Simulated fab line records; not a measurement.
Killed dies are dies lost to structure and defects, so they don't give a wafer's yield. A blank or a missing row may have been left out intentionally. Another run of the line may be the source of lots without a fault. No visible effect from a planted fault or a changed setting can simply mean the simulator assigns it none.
Which tool did it? :: flow gf180mcu :: 14 lots, 40 wafers sampled, at 5 steps of a route of 602

WHAT THE GAUGES READ, wafer by wafer
GF_MVPSD_OVL_MEAS_07. Usual: for MVPSD_OVL the level is 0.0 nm and the standard deviation is 1.3.
lot: L799
measured: day 5 01:10
on: overlay-02
MVPSD_OVL (nm): -0.3 -1.7 -1.7
flag: 

lot: L800
measured: day 5 04:33
on: overlay-01
MVPSD_OVL (nm): -0.7 -0.5 0.3
flag: 

lot: L801
measured: day 5 10:48
on: overlay-02
MVPSD_OVL (nm): -0.8 -0.6 -2.3
flag: 

lot: L802
measured: day 5 17:53
on: overlay-01
MVPSD_OVL (nm): 0.2 1.0 0.8
flag: 

lot: L803
measured: day 5 21:48
on: overlay-02
MVPSD_OVL (nm): 0.9 0.9 -1.5
flag: 

lot: L804
measured: day 6 06:37
on: overlay-01
MVPSD_OVL (nm): 1.4 0.3 -0.6
flag: 

lot: L805
measured: day 6 10:03
on: overlay-01
MVPSD_OVL (nm): 0.3 0.8 0.6
flag: 

lot: L808
measured: day 7 07:23
on: overlay-02
MVPSD_OVL (nm): -1.4 -1.3 -1.5
flag: 

lot: L810
measured: day 8 01:13
on: overlay-02
MVPSD_OVL (nm): -0.9 -0.4
flag: 

lot: L813
measured: day 8 14:20
on: overlay-01
MVPSD_OVL (nm): 1.8 1.7
flag: 

lot: L814
measured: day 8 17:55
on: overlay-02
MVPSD_OVL (nm): -0.6 0.4 -0.6
flag: 

lot: L816
measured: day 9 05:02
on: overlay-02
MVPSD_OVL (nm): -0.9 -1.9 0.1
flag: 

lot: L818
measured: day 9 20:39
on: overlay-02
MVPSD_OVL (nm): 1.1 1.1 0.5
flag: 

lot: L819
measured: day 9 23:06
on: overlay-02
MVPSD_OVL (nm): 2.0 1.2 1.7
flag: 

GF_VT_IMPLANT_TW_MEAS_10. Usual: for VT_IMPLANT_TW the level is 564.0 and the standard deviation is 2.8.
lot: L799
measured: day 5 15:28
on: film_metro-03
VT_IMPLANT_TW: 561.0 559.0 558.0
flag: 

lot: L800
measured: day 5 18:46
on: film_metro-03
VT_IMPLANT_TW: 558.6 561.4 559.0
flag: 

lot: L801
measured: day 6 01:55
on: film_metro-02
VT_IMPLANT_TW: 567.1 562.9 565.4
flag: 

lot: L802
measured: day 6 08:55
on: film_metro-01
VT_IMPLANT_TW: 569.1 568.8 565.9
flag: 

lot: L803
measured: day 6 12:43
on: film_metro-03
VT_IMPLANT_TW: 563.8 560.9 562.7
flag: 

lot: L804
measured: day 6 21:49
on: film_metro-03
VT_IMPLANT_TW: 560.4 563.0 560.5
flag: 

lot: L805
measured: day 7 01:34
on: film_metro-02
VT_IMPLANT_TW: 565.8 563.7 566.3
flag: 

lot: L808
measured: day 7 23:21
on: film_metro-03
VT_IMPLANT_TW: 562.5 566.0 565.0
flag: 

lot: L810
measured: day 8 17:53
on: film_metro-03
VT_IMPLANT_TW: 564.7 565.2
flag: 

lot: L813
measured: day 9 06:53
on: film_metro-01
VT_IMPLANT_TW: 567.7 566.4
flag: 

lot: L814
measured: day 9 11:22
on: film_metro-01
VT_IMPLANT_TW: 566.0 564.6 570.0
flag: 

lot: L816
measured: day 9 23:04
on: film_metro-02
VT_IMPLANT_TW: 562.1 562.5 565.9
flag: 

lot: L818
measured: day 10 15:21
on: film_metro-03
VT_IMPLANT_TW: 565.6 560.6 559.2
flag: 

lot: L819
measured: day 10 17:35
on: film_metro-03
VT_IMPLANT_TW: 563.9 564.7 563.3
flag: 

GF_VT_IMPLANT_TW_MEAS_21. Usual: for VT_IMPLANT_2_TW the level is 1217 and the standard deviation is 5.9.
lot: L799
measured: day 6 05:54
on: film_metro-03
VT_IMPLANT_2_TW: 1213 1212 1214
flag: 

lot: L800
measured: day 6 09:49
on: film_metro-02
VT_IMPLANT_2_TW: 1224 1219 1216
flag: 

lot: L801
measured: day 6 17:32
on: film_metro-03
VT_IMPLANT_2_TW: 1216 1211 1212
flag: 

lot: L802
measured: day 6 23:54
on: film_metro-01
VT_IMPLANT_2_TW: 1231 1218 1227
flag: 

lot: L803
measured: day 7 03:16
on: film_metro-03
VT_IMPLANT_2_TW: 1210 1212 1212
flag: 

lot: L804
measured: day 7 13:15
on: film_metro-03
VT_IMPLANT_2_TW: 1211 1216 1222
flag: 

lot: L805
measured: day 7 18:09
on: film_metro-03
VT_IMPLANT_2_TW: 1214 1218 1219
flag: 

lot: L808
measured: day 8 15:25
on: film_metro-03
VT_IMPLANT_2_TW: 1216 1220 1218
flag: 

lot: L810
measured: day 9 10:53
on: film_metro-02
VT_IMPLANT_2_TW: 1217 1215
flag: 

lot: L813
measured: day 10 00:04
on: film_metro-01
VT_IMPLANT_2_TW: 1220 1223
flag: 

lot: L814
measured: day 10 05:04
on: film_metro-03
VT_IMPLANT_2_TW: 1216 1209 1219
flag: 

lot: L816
measured: day 10 16:34
on: film_metro-01
VT_IMPLANT_2_TW: 1228 1225 1219
flag: 

lot: L818
measured: day 11 09:12
on: film_metro-02
VT_IMPLANT_2_TW: 1220 1217 1218
flag: 

lot: L819
measured: day 11 11:58
on: film_metro-03
VT_IMPLANT_2_TW: 1212 1210 1212
flag: 

GF_VT_IMPLANT_RS_MEAS_46: a four-point-probe measurement. Usual: for MVSD_RS the level is 456.7 ohm/sq and the standard deviation is 1.3.
lot: L799
measured: day 7 12:23
on: film_metro-04
MVSD_RS (ohm/sq): 455.5 455.7 456.1
flag: 

lot: L800
measured: day 7 18:07
on: film_metro-04
MVSD_RS (ohm/sq): 454.5 453.9 452.8
flag: 

lot: L801
measured: day 8 01:40
on: film_metro-04
MVSD_RS (ohm/sq): 457.4 455.8 455.8
flag: 

lot: L802
measured: day 8 07:22
on: film_metro-01
MVSD_RS (ohm/sq): 457.0 457.6 456.8
flag: 

lot: L803
measured: day 8 11:13
on: film_metro-04
MVSD_RS (ohm/sq): 456.5 455.9 455.9
flag: 

lot: L804
measured: day 8 21:47
on: film_metro-01
MVSD_RS (ohm/sq): 454.8 455.3 455.1
flag: 

lot: L805
measured: day 9 03:12
on: film_metro-01
MVSD_RS (ohm/sq): 458.2 456.7 457.9
flag: 

lot: L808
measured: day 10 01:52
on: film_metro-02
MVSD_RS (ohm/sq): 455.5 456.8 455.9
flag: 

lot: L810
measured: day 10 22:03
on: film_metro-01
MVSD_RS (ohm/sq): 457.1 447.4
flag: OFF

lot: L813
measured: day 11 12:19
on: film_metro-04
MVSD_RS (ohm/sq): 455.9 448.5
flag: OFF

lot: L814
measured: day 11 17:43
on: film_metro-01
MVSD_RS (ohm/sq): 457.4 457.0 456.2
flag: 

lot: L816
measured: day 12 06:44
on: film_metro-01
MVSD_RS (ohm/sq): 456.4 456.1 457.1
flag: 

lot: L818
measured: day 12 23:19
on: film_metro-02
MVSD_RS (ohm/sq): 459.6 459.5 459.3
flag: 

lot: L819
measured: day 13 03:07
on: film_metro-01
MVSD_RS (ohm/sq): 455.1 456.1 455.8
flag: 

TOOL THAT RAN EACH LOT (tool first, then ch and the chambers of the sampled wafers, then the start)
lot: L799
GF_MVSD_IMPLANT_09: implanter-02 ch 0, day 4 12:02

lot: L800
GF_MVSD_IMPLANT_09: implanter-03 ch 0, day 4 15:34

lot: L801
GF_MVSD_IMPLANT_09: implanter-01 ch 0, day 4 20:55

lot: L802
GF_MVSD_IMPLANT_09: implanter-03 ch 0, day 5 03:46

lot: L803
GF_MVSD_IMPLANT_09: implanter-03 ch 0, day 5 07:44

lot: L804
GF_MVSD_IMPLANT_09: implanter-02 ch 0, day 5 15:37

lot: L805
GF_MVSD_IMPLANT_09: implanter-03 ch 0, day 5 19:20

lot: L808
GF_MVSD_IMPLANT_09: implanter-01 ch 0, day 6 16:16

lot: L810
GF_MVSD_IMPLANT_09: implanter-03 ch 0, day 7 09:01

lot: L813
GF_MVSD_IMPLANT_09: implanter-03 ch 0, day 7 22:25

lot: L814
GF_MVSD_IMPLANT_09: implanter-02 ch 0, day 8 02:29

lot: L816
GF_MVSD_IMPLANT_09: implanter-01 ch 0, day 8 12:31

lot: L818
GF_MVSD_IMPLANT_09: implanter-02 ch 0, day 9 03:47

lot: L819
GF_MVSD_IMPLANT_09: implanter-01 ch 0, day 9 05:34
- GF_MVSD_IMPLANT_09

WHAT THE TOOLS THEMSELVES READ (means of the sampled wafers that have a number; where no wafer has one, the mark that the record gives instead)
GF_MVSD_IMPLANT_09. Usual: beam_on_s 9.98 s, standard deviation 0.2; faraday_current_uA 28.2, standard deviation 0.55.
lot: L799
tool: implanter-02
beam_on_s (s): 9.96
faraday_current_uA: 28.3
flag: 

lot: L800
tool: implanter-03
beam_on_s (s): 10.08
faraday_current_uA: 28.0
flag: 

lot: L801
tool: implanter-01
beam_on_s (s): 10.12
faraday_current_uA: 27.8
flag: 

lot: L802
tool: implanter-03
beam_on_s (s): 10.11
faraday_current_uA: 27.9
flag: 

lot: L803
tool: implanter-03
beam_on_s (s): 9.93
faraday_current_uA: 28.4
flag: 

lot: L804
tool: implanter-02
beam_on_s (s): 9.90
faraday_current_uA: 28.5
flag: 

lot: L805
tool: implanter-03
beam_on_s (s): 9.96
faraday_current_uA: 28.4
flag: 

lot: L808
tool: implanter-01
beam_on_s (s): 9.95
faraday_current_uA: 28.3
flag: 

lot: L810
tool: implanter-03
beam_on_s (s): 10.48
faraday_current_uA: 27.0
flag: 

lot: L813
tool: implanter-03
beam_on_s (s): 10.50
faraday_current_uA: 26.9
flag: 

lot: L814
tool: implanter-02
beam_on_s (s): 10.00
faraday_current_uA: 28.2
flag: 

lot: L816
tool: implanter-01
beam_on_s (s): 10.00
faraday_current_uA: 28.1
flag: 

lot: L818
tool: implanter-02
beam_on_s (s): 9.84
faraday_current_uA: 28.6
flag: 

lot: L819
tool: implanter-01
beam_on_s (s): 9.98
faraday_current_uA: 28.3
flag: 

THE ANSWER, worked out from the rows above alone
Rule: take the mean of a lot's wafers that have a number; if it is more than 3 standard deviations from the usual mean, the lot is off. A lot without any number at a reading at which 4 lots or more have one is off too. Where the step has rows for the other lots, those lots are counted as sound. First the gauges in route order, then the tools' own readings, where a lot's mean is used as printed above. At the first step where some lot is off, the reading lying furthest off is the one used; lots without a number count as furthest.
Off: L810, L813, seen at GF_VT_IMPLANT_RS_MEAS_46 (MVSD_RS).
A tool fits if, at a process step before that reading, it ran every lot that is off, and no sound lot after the first of them. The gauges at GF_VT_IMPLANT_RS_MEAS_46 are tried like those tools. One fits: implanter-03 at GF_MVSD_IMPLANT_09. Its last sound lot is L805 (day 5 19:20), its first lot that is off L810 (day 7 09:01): a fault that began between those two fits.
The tool's own readings at GF_MVSD_IMPLANT_09 bear it out: on the lots that are off they differ by more than 5 times the standard deviation of the sound lots' means. beam_on_s reads 10.49 s there against 9.99 s on the sound lots; faraday_current_uA reads 26.9 there against 28.2 on the sound lots.

WHAT THE SIMULATOR PUT IN
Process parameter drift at GF_MVSD_IMPLANT_09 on implanter-03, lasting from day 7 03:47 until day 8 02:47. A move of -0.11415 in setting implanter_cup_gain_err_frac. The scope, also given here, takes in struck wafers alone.
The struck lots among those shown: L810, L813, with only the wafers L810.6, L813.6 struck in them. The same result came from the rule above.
